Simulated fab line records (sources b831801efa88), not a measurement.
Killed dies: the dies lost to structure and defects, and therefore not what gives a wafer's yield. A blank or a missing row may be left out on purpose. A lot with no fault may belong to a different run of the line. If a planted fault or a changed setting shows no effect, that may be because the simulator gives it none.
A lot that was struck, set against a sound lot	flow gf180mcu	14 steps out of a route of 602
Sound: these wafers, L752.3, L752.4, L752.5. Wafers struck: L750.4, L750.5, L750.6. At the end, the cause is stated.
Order at every step that has rows: each side's tool, ch and its chambers, its first start. Under that, the readings that differ: sound wafers	struck wafers	difference of the means	sigmas: that difference in standard deviations of wafers without a fault.
alike: words and numbers the same on both sides, and readings whose means are apart by under 2 such deviations; not compared: readings that were withheld, readings missing a value for some wafer, numbers with overlapping values and no deviation given by the record, and bounds like >300 which may hide the same value.
The two part at a step that has a row with sigmas, a row that says differs or no value, or rows on one side only. Non-overlapping numbers with no deviation appear without sigmas and do not part them. A reading missing from all wafers of one side parts the sides only when that side holds two or more wafers.

first, 4 steps without rows for these wafers: GF_DNWELL_EXPOSE_04 (exposes mask DNWELL, target cd 1700 nm); GF_DNWELL_PEB_05; GF_DNWELL_DEVELOP_06 (develop time 60 s); GF_DNWELL_IMPLANT_07.
GF_DNWELL_STRIP_08: strips in O2/N2.
  sound on plasma_asher-01 ch 0,1, day 4 01:41; struck on plasma_asher-04 ch 0,1, day 3 18:48
  alike: drypump_motor_current_A, heater_power_w, oes_product_au, strip_time_to_endpoint_s
  not compared: rf_hours_counter_h
GF_DNWELL_TW_MEAS_09:
  sound: film_metro-03 at day 4 01:46; struck: film_metro-02 at day 3 18:54
reading	sound	struck	difference	sigmas
DNWELL_TW	1341 1335 1340	1378 1377 1375	+38	+2
then, 6 steps without rows for these wafers: GF_NWELL_DEHYDRATE_00 (time 60 s); GF_NWELL_HMDS_01 (prime time 60 s); GF_NWELL_COAT_02 (resist thk 3000 nm); GF_NWELL_SOFTBAKE_03; GF_NWELL_EXPOSE_04 (exposes mask Nwell, target cd 860 nm); GF_NWELL_PEB_05.
GF_NWELL_DEVELOP_06: develop time 60 s.
  struck on litho_track-04, day 4 08:00; sound on litho_track-01 ch 0, day 4 15:00
  no value came back on the struck wafers for chill_plate_temp_C (C), develop_time_s (s); on the sound wafers chill_plate_temp_C (C) reads 22.86 23.06 22.96
GF_NWELL_OVL_MEAS_07:
  sound: overlay-02 at day 4 15:23; struck: overlay-01 at day 4 08:08
reading	sound	struck	difference	sigmas
NWELL_OVL (nm)	-1.1 -1.7 -0.8	- - -	no value on the struck wafers	

== WHERE THEY PART ==
Earliest at GF_DNWELL_TW_MEAS_09; latest, in this record, at GF_NWELL_OVL_MEAS_07.

WHY: whatever the simulator had introduced
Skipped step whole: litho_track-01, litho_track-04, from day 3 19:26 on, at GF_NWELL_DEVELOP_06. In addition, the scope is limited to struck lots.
